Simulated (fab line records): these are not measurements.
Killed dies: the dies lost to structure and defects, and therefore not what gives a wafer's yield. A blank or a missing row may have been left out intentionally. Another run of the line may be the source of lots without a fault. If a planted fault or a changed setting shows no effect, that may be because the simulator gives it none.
Chamber matching | flow sky130 | cmp-02 running SKY_FIELD_ISO_CMP_27: 4 sister chambers
The step polishes, stops on Si3N4, t overpolish 16 s, target thk 457.8 nm. 8 wafers are shown with their chamber, then 7 later ones without.

## WAFERS WITH THEIR CHAMBER
wafer  | chamber | motorCurrentA (A) | edgeZonePressureFrac
L927.6 | 2       | 10.7              | 0.996
L930.2 | 1       | 11.1              | 1.003
L930.3 | 3       | 13.4              | 1.003
L935.1 | 2       | 10.1              | 1.006
L935.2 | 0       | 11.2              | 1.011
L935.3 | 3       | 14.8              | 1.004
L936.1 | 1       | 11.4              | 0.998
L936.5 | 0       | 11.3              | 0.998

## WAFERS WITH NO CHAMBER GIVEN
wafer  | motorCurrentA (A) | edgeZonePressureFrac
L936.6 | 10.5              | 1.001
L940.1 | 9.8               | 0.993
L940.2 | 10.6              | 0.994
L940.3 | 14.3              | 1.003
L943.2 | 11.5              | 0.991
L943.4 | 11.6              | 0.992
L943.5 | 10.0              | 0.998

## WHICH CHAMBER EACH WENT THROUGH
wafer  | from the rows above          | in truth
L936.6 | can't be placed: 2 or 1 or 0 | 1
L940.1 | can't be placed: 2 or 1 or 0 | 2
L940.2 | can't be placed: 2 or 1 or 0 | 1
L940.3 | 3                            | 3
L943.2 | can't be placed: 1 or 0 or 2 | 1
L943.4 | can't be placed: 1 or 0 or 2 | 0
L943.5 | can't be placed: 2 or 1 or 0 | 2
1 of 7 placed correctly. From these rows, 6 cannot be placed; in 6 the true chamber is one of the candidates. Number placed wrongly: 0.
How it was worked out, from the rows above alone: a wafer's distance from a chamber is the root of the sum, over the readings, of the square of ((its reading less the chamber's mean) divided by the reading's scatter). The wafer belongs to the nearest chamber; if the next one is less than 2 further off, it can't be placed. The mean given for a chamber averages the wafers shown for that chamber. The scatter: the root of (the sum of the squares of (reading less its chamber's mean) over the shown wafers, divided by (wafers less chambers)).
